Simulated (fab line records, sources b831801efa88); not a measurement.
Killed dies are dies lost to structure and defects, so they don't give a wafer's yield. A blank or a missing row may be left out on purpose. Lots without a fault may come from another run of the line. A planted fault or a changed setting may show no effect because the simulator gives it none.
Chamber matching | flow gf180mcu | GF_V4_CVD_02 on pecvd-02: 3 sister chambers
The step deposits SiO2 from TEOS, target thk 850 nm, time 94.851 s. 3 wafers are shown with their chamber, then 8 later ones without.

WAFERS WITH THEIR CHAMBER
wafer  | chamber | heater_power_w (W)
L484.3 | 0       | 721
L484.5 | 2       | 635
L487.1 | 1       | 867

WAFERS WITHOUT THEIR CHAMBER
wafer  | heater_power_w (W)
L487.2 | 715
L487.6 | 648
L489.2 | 797
L489.5 | 634
L489.6 | 794
L496.3 | 727
L496.5 | 817
L496.6 | 705

WHICH CHAMBER EACH WENT THROUGH
wafer  | from the rows above     | in truth
L487.2 | can't be placed: 0 or 2 | 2
L487.6 | can't be placed: 2 or 0 | 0
L489.2 | can't be placed: 1 or 0 | 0
L489.5 | 2                       | 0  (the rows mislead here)
L489.6 | can't be placed: 0 or 1 | 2
L496.3 | 0                       | 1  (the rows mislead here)
L496.5 | can't be placed: 1 or 0 | 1
L496.6 | can't be placed: 0 or 2 | 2
Placed correctly: 0 of 8. Can't be placed from these rows: 6 (the true chamber is among the candidates in 5). Placed wrongly: 2.
How it was worked out, from the rows above alone: a wafer's distance from a chamber is the root of the sum, over the readings, of the square of ((its reading less the chamber's mean) divided by the reading's scatter). The wafer belongs to the nearest chamber; if the next one is less than 2 further off, it can't be placed. A chamber's mean is the mean of its shown wafers. The scatter: with one shown wafer a chamber, the root of the mean of the squares of how far each hidden wafer lies from its nearest shown one.
